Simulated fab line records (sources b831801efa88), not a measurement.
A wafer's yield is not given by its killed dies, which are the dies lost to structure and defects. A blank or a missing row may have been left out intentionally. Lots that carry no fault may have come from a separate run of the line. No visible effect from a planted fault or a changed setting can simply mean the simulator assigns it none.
A lot that was struck, set against a sound lot | flow sky130 | 17 out of 708 route steps
Sound: wafers L699.1, L699.3, L699.5. Struck: wafers L709.2, L709.3, L709.5. Last of all comes the cause.
Each step with rows lists, per side, the tool, then ch with its chambers, then its first start. Under that, the readings that differ: sound wafers | struck wafers | difference of the means | sigmas: that difference in standard deviations of wafers without a fault.
alike: same words and numbers on both sides, and readings whose means sit less than 2 such deviations apart. not compared: any withheld reading, any reading some wafer has no value for, any bound like >300 that may hide the same value, and any number with overlapping values for which the record gives no deviation.
Wherever a step has rows on one side only, a row that says differs or no value, or a row with sigmas, the two part there. Numbers that don't overlap but have no deviation are shown without sigmas and don't part them. Lack of a reading on every wafer of one side parts them only where that side has two or more wafers.

SKY_LDD_P_OVL_MEAS_08:
  struck on overlay-02, day 23 20:03; sound on overlay-01, day 20 10:57
  alike: LDD_P_OVL
then, 1 step without rows for these wafers: SKY_LDD_P_IMPLANT_09.
SKY_LDD_P_STRIP_10: strips in O2/N2.
  sound on plasma-asher-01 ch 0, day 20 11:08; struck on plasma-asher-03 ch 0,1, day 23 20:14
  reading                     | sound       | struck      | difference | sigmas
  drypump-motor-current-A (A) | 5.3 5.2 5.3 | 5.6 6.7 6.7 | +1.1       | +2
  alike: o2-flow-sccm, oes-product-au, strip-time-to-endpoint-s
  not compared: rf-hours-counter-h
SKY_LDD_P_TW_MEAS_11:
  struck on film-metro-01, day 23 20:20; sound on film-metro-01, day 20 11:14
  alike: LDD_P_TW
then, 7 steps without rows for these wafers: SKY_LDD_HVN_DEHYDRATE_00 (time 60 s); SKY_LDD_HVN_HMDS_01 (prime time 60 s); SKY_LDD_HVN_COAT_02 (resist thk 300 nm); SKY_LDD_HVN_SOFTBAKE_03 (time 60 s); SKY_LDD_HVN_EXPOSE_04 (exposes mask HVNTM, target cd 700 nm); SKY_LDD_HVN_PEB_05; SKY_LDD_HVN_DEVELOP_06 (develop time 60 s).
SKY_LDD_HVN_OVL_MEAS_07:
  struck on overlay-01, day 25 02:02; sound on overlay-01, day 21 17:21
  alike: LDD_HVN_OVL
SKY_LDD_HVN_IMPLANT_08:
  sound on implanter-03 ch 0, day 21 17:23; struck on implanter-01 ch 0, day 25 02:06
  reading                   | sound                | struck               | difference | sigmas
  beam-energy-keV           | 60.001 59.988 59.987 | 67.776 67.772 67.750 | +7.774     | +99 or more
  model.implant.rp-nm (nm)  | 56.84 56.84 56.84    | 66.86 66.86 66.86    | +10.02     |
  model.implant.drp-nm (nm) | 28.15 28.15 28.15    | 31.33 31.33 31.33    | +3.18      |
SKY_LDD_HVN_STRIP_09: strips in O2/N2.
  sound on plasma-asher-02 ch 0,1, day 21 17:32; struck on plasma-asher-02 ch 0,1, day 25 02:13
  alike: drypump-motor-current-A, o2-flow-sccm, oes-product-au, strip-time-to-endpoint-s
  not compared: rf-hours-counter-h
SKY_LDD_HVN_TW_MEAS_10:
  struck on film-metro-02, day 25 02:20; sound on film-metro-01, day 21 17:38
  reading    | sound          | struck         | difference | sigmas
  LDD_HVN_TW | 1449 1453 1453 | 1485 1489 1484 | +34        | +4
then, 1 step without rows for these wafers: SKY_LDD_HVP_DEHYDRATE_00 (time 60 s).
-- here the record skips 24 days between the struck wafers' starts before and after, leaving off in module LDD_HVP and picking up in module PAD_OPEN (first step shown: number 708 of the route) --
SKY_PAD_OPEN_PROBE_99:
  struck on prober-01, day 48 22:07; sound on prober-02, day 46 17:09
  reading                        | sound          | struck         | difference | sigmas
  model.etest.tip_n_5v.rs-ohm-sq | 1358 1368 1365 | 1279 1299 1294 | -73        |
  alike: killed_at_M0_to_M3, killed_at_M4_up, killed-at-contacts, killed-at-front-end, killed-at-other, killed-dies, killed-open, killed-short
  not compared: model.etest.nfet-g5v0d10v5.vt-sat-v

== WHERE THEY PART ==
Last at SKY_LDD_HVN_TW_MEAS_10 as far as this record goes, first at SKY_LDD_P_STRIP_10. Later steps at which nothing parts them and some readings are alike: SKY_PAD_OPEN_PROBE_99.

WHY: what the simulator had put in
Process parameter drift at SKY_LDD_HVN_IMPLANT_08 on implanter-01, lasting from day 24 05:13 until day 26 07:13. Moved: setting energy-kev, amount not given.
